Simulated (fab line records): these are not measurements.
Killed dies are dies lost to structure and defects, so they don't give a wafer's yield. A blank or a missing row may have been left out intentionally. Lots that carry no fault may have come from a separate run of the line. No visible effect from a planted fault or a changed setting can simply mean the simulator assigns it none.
fab line records | flow sky130
record: lots: 13 wafers: 39 last-day: 50
route steps=708 shown SD_N@349 LI_CONTACT@364 PAD_OPEN@708
lots with no fault: from the same line, run without faults
start-h: hours from the record's first day to the start of the lot's first wafer shown | wait-h: hours from the lot's prior step to this one | " unchanged from the row above | L1.1+2: a row that stands for several wafers | - no value present, or no start provided | * or withheld: withheld | < > ~ a bound
route shown NAME@n: NAME is a module with steps in the file, n the number in the route of the first one | usual: mean/standard deviation of fault-free wafers | same: alike in all rows | chamber/n: place in a boat | sites: the reading at each site | _std_site: how widely they spread, as a standard deviation | _edge_site: mean of outer sites minus mean of inner sites | radius-mm: how far each site lies from the wafer's centre | mask NAME#n: copy n | behind: tool/chamber where the wafer was last shaped | hold: what put the lot on hold/how long, in hours/how the hold closed | device: whichever transistor did not switch (one of n, p or np) | end of line: tests run on the same wafers once the route is complete | a step with no rows: only its recipe | killed: dies lost to structure and defects at the first sort, not the wafer's yield | map: shows each die of a wafer: x if killed, . if not, _ if none is there
set.NAME: the setting as run; set.NAME@STEP: as run at that earlier step | model.NAME: the simulator's own value behind a step, which no gauge read
steps of the route over a sample of lots; a table a step, a row a wafer
services: from which hour (start-h, from the record's first day; less than 0 if before it) a tool's chamber was out of use, for how many hours, and why
== steps ==
step: SKY_SD_N_CD_MEAS_07
recipe: target-cd-nm: 380
usual: cd-nm: 379.2/2.5
columns lot.wafer tool chamber start-h wait-h cd-nm
L150.1 cd-sem-01 - 639.52 0.1 378.0
L150.5 " - " " 379.0
L150.6 " - " " 376.7
L151.1 cd-sem-02 - 640.26 0.1 380.1
L151.5 " - " " 378.5
L151.6 " - " " 378.9
L156.3 cd-sem-02 - 682.20 0.1 380.0
L156.4 " - " " 379.7
L156.5 " - " " 380.2
L157.1 cd-sem-02 - 706.47 0.1 379.6
L157.3 " - " " 379.6
L157.6 " - " " 380.4
L159.2 cd-sem-01 - 714.63 0.1 380.4
L159.4 " - " " 379.2
L159.6 " - " " 378.6
L160.1 cd-sem-01 - 724.41 0.1 380.3
L160.4 " - " " 380.9
L160.6 " - " " 379.1
L163.2 cd-sem-01 - 757.93 0.1 378.4
L163.5 " - " " 378.0
L163.6 " - " " 377.6
L168.2 cd-sem-02 - 777.13 0.1 377.9
L168.4 " - " " 379.4
L168.5 " - " " 378.5
L167.2 cd-sem-01 - 781.24 0.1 378.8
L167.4 " - " " 378.8
L167.5 " - " " 382.2
L169.1 cd-sem-01 - 787.21 0.1 376.2
L169.2 " - " " 379.0
L169.4 " - " " 378.0
L170.1 cd-sem-01 - 793.26 0.1 380.2
L170.2 " - " " 381.9
L170.6 " - " " 382.0
L171.1 cd-sem-02 - 803.82 0.1 384.5
L171.2 " - " " 382.5
L171.3 " - " " 385.0
L172.1 cd-sem-02 - 811.77 0.1 375.3
L172.2 " - " " 374.4
L172.5 " - " " 374.9
step: SKY_SD_N_OVL_MEAS_08
usual: SD_N_OVL: -0.1/1.2
columns lot.wafer tool chamber start-h wait-h SD_N_OVL[nm]
L150.1 overlay-02 - 639.64 0.1 1.6
L150.5 " - " " 1.8
L150.6 " - " " 1.4
L151.1 overlay-01 - 640.38 0.1 0.9
L151.5 " - " " -1.4
L151.6 " - " " -0.5
L156.3 overlay-02 - 682.30 0.1 -1.0
L156.4 " - " " 2.4
L156.5 " - " " 1.2
L157.1 overlay-01 - 706.59 0.1 0.4
L157.3 " - " " -0.3
L157.6 " - " " 0.4
L159.2 overlay-01 - 714.74 0.1 -1.4
L159.4 " - " " -1.4
L159.6 " - " " -1.2
L160.1 overlay-01 - 724.53 0.1 1.1
L160.4 " - " " 0.8
L160.6 " - " " 1.1
L163.2 overlay-02 - 758.04 0.1 -0.3
L163.5 " - " " -1.3
L163.6 " - " " 1.0
L168.2 overlay-01 - 777.24 0.1 1.0
L168.4 " - " " 1.0
L168.5 " - " " 2.3
L167.2 overlay-01 - 781.35 0.1 -0.6
L167.4 " - " " 0.9
L167.5 " - " " 1.5
L169.1 overlay-02 - 787.33 0.1 -0.3
L169.2 " - " " -0.6
L169.4 " - " " 0.7
L170.1 overlay-01 - 793.38 0.1 1.5
L170.2 " - " " -0.7
L170.6 " - " " -0.7
L171.1 overlay-01 - 803.94 0.1 1.5
L171.2 " - " " 0.0
L171.3 " - " " -0.9
L172.1 overlay-01 - 811.89 0.1 -0.9
L172.2 " - " " 2.8
L172.5 " - " " 0.8
step: SKY_LI_CONTACT_CMP_02
recipe: material: PSG down-force-psi: 4 platen-rpm: 60 pad-velocity-m-s: 0.94248
usual: edge-zone-pressure-frac: 1.000/0.0049 head-pressure-psi: 4.000/0.0089 motor-current-A: 12.9/0.98 time-to-endpoint-s: 31.8/2.4
columns lot.wafer tool chamber start-h wait-h edge-zone-pressure-frac head-pressure-psi motor-current-A time-to-endpoint-s
L150.1 cmp-02 1 640.95 0.1 0.996 3.997 10.9 32.1
L150.5 " 0 " " 1.002 3.990 12.0 29.8
L150.6 " 1 " " 0.997 3.981 11.2 32.4
L151.1 cmp-01 3 641.90 0.2 1.011 3.998 12.7 30.7
L151.5 " 0 " " 0.999 4.010 13.6 30.9
L151.6 " 1 " " 0.995 4.000 13.6 27.4
L156.3 cmp-01 1 683.55 0.0 0.995 3.997 14.1 31.2
L156.4 " 2 " " 1.002 3.999 12.6 31.4
L156.5 " 2 " " 0.999 3.995 12.3 33.2
L157.3 cmp-01 2 708.37 0.5 0.995 3.987 12.3 30.2
L157.1 " 3 " " 0.998 4.005 12.9 29.8
L157.6 " 1 " " 1.004 3.996 13.8 30.6
L159.4 cmp-02 2 715.99 0.0 1.000 4.002 12.3 31.8
L159.2 " 3 " " 1.008 4.020 13.6 34.5
L159.6 " 2 " " 1.003 3.996 12.1 31.3
L160.4 cmp-01 1 725.84 0.1 0.990 3.999 13.4 28.6
L160.1 " 2 " " 1.003 4.001 12.4 29.9
L160.6 " 1 " " 0.997 4.014 12.9 29.5
L163.2 cmp-02 1 759.45 0.1 0.997 4.000 11.3 34.2
L163.6 " 3 " " 0.992 4.004 13.4 34.6
L163.5 " 0 " " 1.001 3.997 11.5 31.4
L168.4 cmp-02 1 778.55 0.1 1.010 4.023 10.9 32.9
L168.2 " 2 " " 1.000 4.010 12.4 34.1
L168.5 " 0 " " 0.999 3.996 11.8 30.5
L167.2 cmp-02 2 782.70 0.1 - - - -
L167.4 " 3 " " - - - -
L167.5 " 2 " " - - - -
L169.1 cmp-01 1 788.59 0.1 - - - -
L169.4 " 2 " " - - - -
L169.2 " 3 " " - - - -
L170.1 cmp-01 1 794.69 0.1 1.004 4.018 13.5 29.0
L170.2 " 2 " " 0.995 4.001 13.3 27.9
L170.6 " 1 " " 1.013 4.006 14.7 28.0
L171.1 cmp-01 1 805.20 0.1 0.995 4.006 14.9 33.8
L171.2 " 3 " " 1.002 4.001 13.0 34.1
L171.3 " 0 " " 0.997 4.008 12.2 33.4
L172.2 cmp-01 3 813.20 0.0 1.002 3.999 13.0 35.9
L172.1 " 0 " " 1.000 4.003 13.6 35.7
L172.5 " 3 " " 0.995 4.006 13.4 32.3
step: SKY_LI_CONTACT_BOW_MEAS_03
recipe: mode: bow
usual: LI_CONTACT_BOW: 55/7
columns lot.wafer tool chamber start-h wait-h hold LI_CONTACT_BOW[um]
L150.1 film-metro-02 - 641.20 0.2 - 58
L150.5 " - " " - 48
L150.6 " - " " - 55
L151.1 film-metro-04 - 642.05 0.1 - 47
L151.5 " - " " - 56
L151.6 " - " " - 71
L156.3 film-metro-01 - 683.89 0.3 - 55
L156.4 " - " " - 48
L156.5 " - " " - 53
L157.1 film-metro-02 - 708.62 0.1 - 46
L157.3 " - " " - 69
L157.6 " - " " - 50
L159.2 film-metro-04 - 716.31 0.2 - 58
L159.4 " - " " - 39
L159.6 " - " " - 63
L160.1 film-metro-02 - 726.09 0.1 - 66
L160.4 " - " " - 56
L160.6 " - " " - 45
L163.2 film-metro-02 - 759.67 0.2 - 32
L163.5 " - " " - 58
L163.6 " - " " - 63
L168.2 film-metro-04 - 778.82 0.2 - 54
L168.4 " - " " - 56
L168.5 " - " " - 43
L167.2 film-metro-02 - 782.97 0.2 await-dispo/0.2h/release 77
L167.4 " - " " await-dispo/0.2h/release 77
L167.5 " - " " await-dispo/0.2h/release 74
L167.2 film-metro-02 - 783.38 0.4 - -
L167.4 " - " " - -
L167.5 " - " " - -
L169.1 film-metro-02 - 788.89 0.2 await-dispo/0.2h/release 65
L169.2 " - " " await-dispo/0.2h/release 63
L169.4 " - " " await-dispo/0.2h/release 68
L169.1 film-metro-02 - 789.21 0.3 - -
L169.2 " - " " - -
L169.4 " - " " - -
L170.1 film-metro-02 - 794.94 0.2 - 50
L170.2 " - " " - 58
L170.6 " - " " - 59
L171.1 film-metro-02 - 805.50 0.2 - 63
L171.2 " - " " - 68
L171.3 " - " " - 54
L172.1 film-metro-01 - 813.50 0.2 - 57
L172.2 " - " " - 55
L172.5 " - " " - 52
step: SKY_LI_CONTACT_SPUTTER_19
recipe: material: Ti target-thk-nm: 20 chamber-pressure-pa: 5 power-w: 2500 substrate-temp-c: 200 time-s: 106.37
usual: throttle-valve-pct: 30.4/1.2
columns lot.wafer tool chamber start-h wait-h throttle-valve-pct
L150.1 pvd-sputter-02 - 670.60 0.0 30.0
L150.5 " - " " 29.8
L150.6 " - " " 30.6
L151.1 pvd-sputter-01 - 671.30 0.0 31.1
L151.5 " - " " 33.2
L151.6 " - " " 31.2
L156.3 pvd-sputter-01 - 713.45 0.0 33.2
L156.4 " - " " 30.0
L156.5 " - " " 29.8
L157.1 pvd-sputter-04 - 736.86 0.0 31.5
L157.3 " - " " 31.7
L157.6 " - " " 29.6
L159.2 pvd-sputter-01 - 744.55 0.0 29.7
L159.4 " - " " 33.2
L159.6 " - " " 30.0
L160.1 pvd-sputter-04 - 754.65 0.0 29.3
L160.4 " - " " 31.4
L160.6 " - " " 31.4
L163.2 pvd-sputter-02 - 788.66 0.0 28.9
L163.5 " - " " 28.6
L163.6 " - " " 30.1
L168.2 pvd-sputter-01 - 806.15 0.0 33.2
L168.4 " - " " 29.9
L168.5 " - " " 31.1
L170.1 pvd-sputter-04 - 821.46 0.0 31.6
L170.2 " - " " 31.5
L170.6 " - " " 32.0
L171.1 pvd-sputter-01 - 831.85 0.0 29.7
L171.2 " - " " 31.4
L171.3 " - " " 33.3
L172.1 pvd-sputter-04 - 840.80 0.0 32.1
L172.2 " - " " 31.4
L172.5 " - " " 31.5
step: SKY_PAD_OPEN_PROBE_99
usual: defect-limited-yield: 82.3/2 killed_at_M0_to_M3: 44/7.1 killed_at_M4_up: 3.3/1.8 killed-at-contacts: 24/5.1 killed-at-front-end: 16/4.7 killed-at-other: 0.3/0.52 killed-dies: 87/9.7 killed-on-rim: 17/3.8 killed-open: 47/6.8 killed-short: 39/6.7 sort_bin_3_pad_short: 0.9/0.43 sort_bin_5_function: 10.4/1.4 sort_bin_6_memory: 6.4/1.2 sort-n-pass: 405/9.7 sort-yield-pct: 82.3/2
same: gross-dies: 492 killed-at-back-side: 0 sort_bin_4_leakage[%]: 0 sort_bin_8_speed[%]: 0
columns lot.wafer tool chamber start-h wait-h defect-limited-yield[%] killed_at_M0_to_M3 killed_at_M4_up killed-at-contacts killed-at-front-end killed-at-other killed-dies killed-on-rim killed-open killed-short sort_bin_3_pad_short[%] sort_bin_5_function[%] sort_bin_6_memory[%] sort-n-pass sort-yield-pct[%]
L151.1 prober-01 - 1071.23 0.1 79.5 46 3 30 22 0 101 16 64 37 0.4 13.2 6.9 391 79.5
L151.5 prober-01 - 1071.43 0.2 78.0 60 4 36 8 0 108 24 58 50 1.4 12.4 8.1 384 78.0
L151.6 prober-01 - 1071.48 0.2 83.7 45 0 22 13 0 80 13 42 38 1.0 9.6 5.7 412 83.7
L150.1 prober-02 - 1073.39 0.1 81.5 44 6 24 16 1 91 15 49 42 0.8 9.8 7.9 401 81.5
L150.5 prober-02 - 1073.59 0.2 84.1 41 3 19 15 0 78 16 37 41 0.8 10.2 4.9 414 84.1
L150.6 prober-02 - 1073.64 0.2 85.2 43 2 18 10 0 73 15 48 25 1.4 7.7 5.7 419 85.2
L156.3 prober-01 - 1102.80 0.2 79.5 46 6 26 23 0 101 23 52 49 1.2 11.2 8.1 391 79.5
L156.4 prober-01 - 1102.85 0.2 79.5 51 2 20 28 0 101 17 49 52 1.2 11.4 7.9 391 79.5
L156.5 prober-01 - 1102.90 0.2 83.7 43 3 18 16 0 80 12 40 40 0.8 9.3 6.1 412 83.7
L157.1 prober-02 - 1122.28 0.1 79.9 49 3 24 23 0 99 21 57 42 0.8 11.2 8.1 393 79.9
L157.3 prober-02 - 1122.38 0.2 81.7 53 6 15 16 0 90 24 46 44 1.2 11.2 5.9 402 81.7
L157.6 prober-02 - 1122.53 0.2 81.9 47 2 22 18 0 89 15 49 40 1.8 10.2 6.1 403 81.9
L159.2 prober-02 - 1125.73 0.1 83.7 42 5 18 15 0 80 14 41 38 0.8 8.9 6.5 412 83.7
L159.4 prober-02 - 1125.83 0.2 81.3 53 4 22 13 0 92 16 51 41 1.2 10.4 7.1 400 81.3
L159.6 prober-02 - 1125.93 0.2 84.3 42 3 18 14 0 77 14 53 24 0.6 9.6 5.5 415 84.3
L160.1 prober-01 - 1132.41 0.1 83.1 40 1 23 19 0 83 14 45 38 1.4 11.2 4.3 409 83.1
L160.4 prober-01 - 1132.56 0.2 80.5 48 1 27 19 1 96 25 52 44 2.4 10.0 7.1 396 80.5
L160.6 prober-01 - 1132.66 0.2 79.9 53 2 21 23 0 99 15 55 44 0.4 11.0 8.7 393 79.9
L163.2 prober-01 - 1153.22 0.1 78.5 56 5 27 17 1 106 23 57 49 1.0 11.4 9.1 386 78.5
L163.5 prober-01 - 1153.37 0.2 78.9 63 4 18 18 1 104 19 55 49 1.0 11.8 8.3 388 78.9
L163.6 prober-01 - 1153.42 0.2 83.3 40 2 29 10 1 82 17 45 37 1.0 8.7 6.9 410 83.3
L168.2 prober-01 - 1168.08 0.1 85.4 38 2 25 7 0 72 17 38 34 0.6 8.7 5.3 420 85.4
L168.4 prober-01 - 1168.18 0.2 82.7 49 1 19 15 1 85 21 41 44 1.2 8.3 7.7 407 82.7
L168.5 prober-01 - 1168.23 0.2 85.0 41 2 16 15 0 74 17 43 31 1.6 8.3 5.1 418 85.0
L170.1 prober-01 - 1175.84 0.1 83.7 39 0 21 20 0 80 19 39 41 0.6 11.6 4.1 412 83.7
L170.2 prober-01 - 1175.89 0.1 82.3 45 3 21 18 0 87 15 43 44 1.0 9.8 6.9 405 82.3
L170.6 prober-01 - 1176.09 0.2 83.9 45 0 15 19 0 79 13 41 38 0.6 8.3 7.1 413 83.9
L171.1 prober-02 - 1181.06 0.1 82.1 37 3 24 23 1 88 21 51 36 1.0 11.0 5.9 404 82.1
L171.2 prober-02 - 1181.11 0.1 80.9 49 5 18 22 0 94 20 56 37 0.4 10.4 8.3 398 80.9
L171.3 prober-02 - 1181.16 0.2 81.3 46 3 32 11 0 92 13 46 46 1.2 9.8 7.7 400 81.3
L172.1 prober-01 - 1188.15 0.1 82.3 42 2 27 16 0 87 15 52 34 0.6 10.2 6.9 405 82.3
L172.2 prober-01 - 1188.20 0.1 85.2 35 2 21 14 1 73 16 43 30 0.8 9.6 4.5 419 85.2
L172.5 prober-01 - 1188.35 0.2 82.5 41 4 32 9 0 86 16 52 34 0.6 11.2 5.7 406 82.5
killed by level:class
L151.1 VIA2:geometric-particle:open=13 CONTACT:geometric-particle:open=12 LI_CONTACT:geometric-particle:open=9 VIA1:geometric-particle:open=8 VIA1:geometric-particle:short=7 POLY_GATE:geometric-particle:open=6 METAL1:geometric-particle:short=6 VIA3:geometric-particle:open=5
L151.5 VIA1:geometric-particle:open=16 CONTACT:geometric-particle:open=15 METAL1:geometric-particle:short=11 VIA2:geometric-particle:open=9 LI_CONTACT:geometric-particle:open=8 LI_CONTACT:geometric-particle:short=6 VIA1:geometric-particle:short=6 LOCAL_INTERCONNECT:geometric-particle:short=5
L151.6 VIA1:geometric-particle:open=14 CONTACT:geometric-particle:open=8 LI_CONTACT:geometric-particle:open=6 CONTACT:geometric-particle:short=6 VIA1:geometric-particle:short=6 VIA2:geometric-particle:short=6 METAL3:geometric-particle:short=6 FIELD_ISO:geometric-particle:open=4
L150.1 VIA1:geometric-particle:open=11 LI_CONTACT:geometric-particle:open=10 METAL1:geometric-particle:short=7 CONTACT:geometric-particle:open=6 VIA2:geometric-particle:open=5 POLY_GATE:geometric-particle:short=5 METAL3:geometric-particle:short=5 FIELD_ISO:geometric-particle:short=4
L150.5 VIA1:geometric-particle:open=11 CONTACT:geometric-particle:short=8 VIA3:geometric-particle:open=5 CONTACT:geometric-particle:open=5 FIELD_ISO:geometric-particle:short=4 POLY_GATE:geometric-particle:open=4 METAL1:geometric-particle:short=4 LOCAL_INTERCONNECT:geometric-particle:short=4
L150.6 VIA1:geometric-particle:open=14 VIA3:geometric-particle:open=9 CONTACT:geometric-particle:open=7 VIA1:geometric-particle:short=7 VIA2:geometric-particle:open=5 CONTACT:geometric-particle:short=4 METAL3:geometric-particle:short=3 LI_CONTACT:geometric-particle:open=3
L156.3 VIA1:geometric-particle:open=12 CONTACT:geometric-particle:open=8 LI_CONTACT:geometric-particle:open=7 VIA2:geometric-particle:open=7 POLY_GATE:geometric-particle:open=6 CONTACT:geometric-particle:short=5 FIELD_ISO:geometric-particle:short=5 POLY_GATE:geometric-particle:short=5
L156.4 POLY_GATE:geometric-particle:open=10 VIA1:geometric-particle:open=8 POLY_GATE:geometric-particle:short=7 METAL2:geometric-particle:short=6 FIELD_ISO:geometric-particle:open=6 CONTACT:geometric-particle:open=6 VIA2:geometric-particle:short=6 VIA2:geometric-particle:open=6
L156.5 VIA1:geometric-particle:open=9 VIA2:geometric-particle:open=6 METAL1:geometric-particle:short=6 POLY_GATE:geometric-particle:short=5 LI_CONTACT:geometric-particle:open=5 VIA3:geometric-particle:open=5 FIELD_ISO:geometric-particle:open=4 LOCAL_INTERCONNECT:geometric-particle:short=4
L157.1 VIA2:geometric-particle:open=12 CONTACT:geometric-particle:open=11 VIA1:geometric-particle:open=10 METAL2:geometric-particle:short=10 FIELD_ISO:geometric-particle:short=9 FIELD_ISO:geometric-particle:open=7 LI_CONTACT:geometric-particle:open=6 VIA3:geometric-particle:open=4
L157.3 VIA3:geometric-particle:open=13 VIA1:geometric-particle:open=11 CONTACT:geometric-particle:open=7 METAL1:geometric-particle:short=7 FIELD_ISO:geometric-particle:short=6 VIA1:geometric-particle:short=5 METAL4:geometric-particle:short=5 LI_CONTACT:geometric-particle:open=4
L157.6 CONTACT:geometric-particle:open=10 VIA1:geometric-particle:open=10 METAL1:geometric-particle:short=8 VIA1:geometric-particle:short=7 METAL2:geometric-particle:short=6 CONTACT:geometric-particle:short=5 VIA2:geometric-particle:open=5 FIELD_ISO:geometric-particle:open=4
L159.2 VIA1:geometric-particle:open=12 CONTACT:geometric-particle:open=7 METAL4:geometric-particle:short=5 VIA3:geometric-particle:open=5 VIA1:geometric-particle:short=5 FIELD_ISO:geometric-particle:short=4 POLY_GATE:geometric-particle:open=4 LOCAL_INTERCONNECT:geometric-particle:short=4
L159.4 VIA1:geometric-particle:open=20 CONTACT:geometric-particle:open=10 CONTACT:geometric-particle:short=6 METAL2:geometric-particle:short=6 VIA2:geometric-particle:open=6 METAL1:geometric-particle:short=5 VIA3:geometric-particle:open=5 POLY_GATE:geometric-particle:short=4
L159.6 VIA1:geometric-particle:open=12 VIA2:geometric-particle:open=9 CONTACT:geometric-particle:open=8 VIA3:geometric-particle:open=7 FIELD_ISO:geometric-particle:open=4 LI_CONTACT:geometric-particle:open=4 VIA1:geometric-particle:short=4 VIA3:geometric-particle:short=4
L160.1 VIA1:geometric-particle:open=9 METAL2:geometric-particle:short=8 VIA2:geometric-particle:open=7 LI_CONTACT:geometric-particle:open=7 CONTACT:geometric-particle:open=7 FIELD_ISO:geometric-particle:open=5 FIELD_ISO:geometric-particle:short=5 POLY_GATE:geometric-particle:short=5
L160.4 POLY_GATE:geometric-particle:open=9 CONTACT:geometric-particle:open=9 METAL2:geometric-particle:short=9 VIA2:geometric-particle:open=8 LI_CONTACT:geometric-particle:open=7 LOCAL_INTERCONNECT:geometric-particle:short=6 VIA3:geometric-particle:open=6 METAL1:geometric-particle:short=6
L160.6 VIA1:geometric-particle:open=12 VIA2:geometric-particle:open=9 CONTACT:geometric-particle:open=7 FIELD_ISO:geometric-particle:open=6 LI_CONTACT:geometric-particle:open=6 METAL1:geometric-particle:short=6 METAL2:geometric-particle:short=6 FIELD_ISO:geometric-particle:short=5
L163.2 CONTACT:geometric-particle:open=12 METAL2:geometric-particle:short=12 VIA1:geometric-particle:open=10 LI_CONTACT:geometric-particle:open=6 METAL1:geometric-particle:short=6 VIA3:geometric-particle:open=6 FIELD_ISO:geometric-particle:open=5 POLY_GATE:geometric-particle:open=5
L163.5 VIA1:geometric-particle:open=21 VIA2:geometric-particle:open=9 VIA1:geometric-particle:short=8 METAL2:geometric-particle:short=8 METAL1:geometric-particle:short=7 POLY_GATE:geometric-particle:short=5 LI_CONTACT:geometric-particle:open=5 POLY_GATE:geometric-particle:open=4
L163.6 VIA1:geometric-particle:open=13 CONTACT:geometric-particle:open=10 CONTACT:geometric-particle:short=8 METAL2:geometric-particle:short=6 LI_CONTACT:geometric-particle:open=5 VIA3:geometric-particle:open=4 LOCAL_INTERCONNECT:geometric-particle:short=4 VIA1:geometric-particle:short=4
L168.2 VIA1:geometric-particle:open=14 METAL1:geometric-particle:short=10 LI_CONTACT:geometric-particle:open=8 CONTACT:geometric-particle:short=6 CONTACT:geometric-particle:open=6 LOCAL_INTERCONNECT:geometric-particle:short=3 VIA1:geometric-particle:short=3 VIA3:geometric-particle:open=3
L168.4 METAL1:geometric-particle:short=13 VIA1:geometric-particle:open=13 CONTACT:geometric-particle:open=11 VIA2:geometric-particle:open=5 METAL2:geometric-particle:short=5 FIELD_ISO:geometric-particle:short=4 CONTACT:geometric-particle:short=4 METAL3:geometric-particle:short=4
L168.5 VIA3:geometric-particle:open=11 VIA1:geometric-particle:open=8 CONTACT:geometric-particle:open=7 CONTACT:geometric-particle:short=6 METAL1:geometric-particle:short=5 METAL3:geometric-particle:short=3 SPACER:geometric-particle:short=3 METAL2:geometric-particle:short=3
L170.1 VIA3:geometric-particle:open=8 POLY_GATE:geometric-particle:short=6 CONTACT:geometric-particle:short=6 FIELD_ISO:geometric-particle:open=5 VIA1:geometric-particle:open=5 CONTACT:geometric-particle:open=5 VIA3:geometric-particle:short=5 POLY_GATE:geometric-particle:open=4
L170.2 CONTACT:geometric-particle:open=10 FIELD_ISO:geometric-particle:short=9 METAL1:geometric-particle:short=7 VIA1:geometric-particle:open=7 VIA3:geometric-particle:open=6 LI_CONTACT:geometric-particle:open=5 VIA2:geometric-particle:short=5 FIELD_ISO:geometric-particle:open=4
L170.6 VIA1:geometric-particle:open=10 VIA3:geometric-particle:open=8 METAL2:geometric-particle:short=7 POLY_GATE:geometric-particle:short=6 VIA2:geometric-particle:open=6 CONTACT:geometric-particle:short=5 VIA2:geometric-particle:short=5 FIELD_ISO:geometric-particle:open=4
L171.1 CONTACT:geometric-particle:open=12 VIA1:geometric-particle:open=10 VIA3:geometric-particle:open=7 FIELD_ISO:geometric-particle:open=5 POLY_GATE:geometric-particle:open=5 FIELD_ISO:geometric-particle:short=4 LI_CONTACT:geometric-particle:open=4 CONTACT:geometric-particle:short=4
L171.2 VIA1:geometric-particle:open=21 CONTACT:geometric-particle:open=9 FIELD_ISO:geometric-particle:open=8 FIELD_ISO:geometric-particle:short=5 METAL2:geometric-particle:short=5 CONTACT:geometric-particle:short=5 VIA3:geometric-particle:open=5 METAL4:geometric-particle:short=5
L171.3 CONTACT:geometric-particle:open=10 VIA2:geometric-particle:open=9 METAL2:geometric-particle:short=8 VIA3:geometric-particle:open=7 LOCAL_INTERCONNECT:geometric-particle:short=6 VIA1:geometric-particle:open=6 LI_CONTACT:geometric-particle:short=5 VIA1:geometric-particle:short=5
L172.1 VIA1:geometric-particle:open=12 LI_CONTACT:geometric-particle:open=9 CONTACT:geometric-particle:open=9 VIA2:geometric-particle:open=8 FIELD_ISO:geometric-particle:open=5 METAL2:geometric-particle:short=5 LOCAL_INTERCONNECT:geometric-particle:short=4 VIA2:geometric-particle:short=4
L172.2 VIA1:geometric-particle:open=9 CONTACT:geometric-particle:open=9 POLY_GATE:geometric-particle:open=6 VIA3:geometric-particle:open=6 VIA1:geometric-particle:short=6 LI_CONTACT:geometric-particle:open=5 CONTACT:geometric-particle:short=4 METAL3:geometric-particle:short=4
L172.5 CONTACT:geometric-particle:open=13 LI_CONTACT:geometric-particle:open=9 VIA2:geometric-particle:open=8 VIA1:geometric-particle:open=8 METAL2:geometric-particle:short=6 LOCAL_INTERCONNECT:geometric-particle:short=5 VIA1:geometric-particle:short=5 FIELD_ISO:geometric-particle:short=4
== services ==
columns tool chamber start-h hours kind
cmp-02 - 645.59 1.7 repair
pvd-sputter-01 - 655.18 8.5 repair
pvd-sputter-04 - 672.86 7.5 repair
cmp-01 - 676.46 4.3 repair
cmp-02 - 694.14 17.9 pm
cmp-01 - 698.29 5.8 repair
cmp-01 - 719.79 2.8 repair
cmp-01 - 741.68 0.3 repair
cmp-01 - 744.00 4.0 pm
cmp-02 - 745.75 1.5 repair
cmp-01 - 748.00 - consumable-replace:conditioner
cmp-01 - 748.00 - consumable-replace:pad
pvd-sputter-02 - 753.55 4.1 repair
cmp-01 - 758.42 2.7 repair
cmp-01 - 765.91 1.6 repair
cmp-01 - 783.59 1.0 repair
cmp-01 - 798.95 2.8 repair
pvd-sputter-04 - 802.01 10.5 repair
cmp-01 - 817.59 0.5 repair
cmp-02 - 826.05 4.9 pm
cmp-01 - 826.78 2.1 repair
pvd-sputter-04 3 832.59 - consumable-replace:kit
pvd-sputter-04 3 832.59 18.0 scheduled-down
pvd-sputter-04 3 832.59 18.0 vent-cycle
== key ==
first-sign: step: SKY_LI_CONTACT_CMP_02 reading: tool-record direction: missing
effect: step: SKY_LI_CONTACT_BOW_MEAS_03 reading: visit direction: added
met-at SKY_LI_CONTACT_CMP_02
struck-lots L167,L169
scrapped-behind SKY_LI_CONTACT_BOW_MEAS_03 L167.2,L167.4,L167.5,L169.1,L169.2,L169.4
not-acting-at SKY_SD_N_CD_MEAS_07,SKY_SD_N_OVL_MEAS_08,SKY_LI_CONTACT_SPUTTER_19
onset-between 778.55 782.70
fault: kind: skipped-step-whole tool: cmp-01,cmp-02 chamber: - onset-h: 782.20 steps: SKY_LI_CONTACT_CMP_02 scope: struck-lots-only
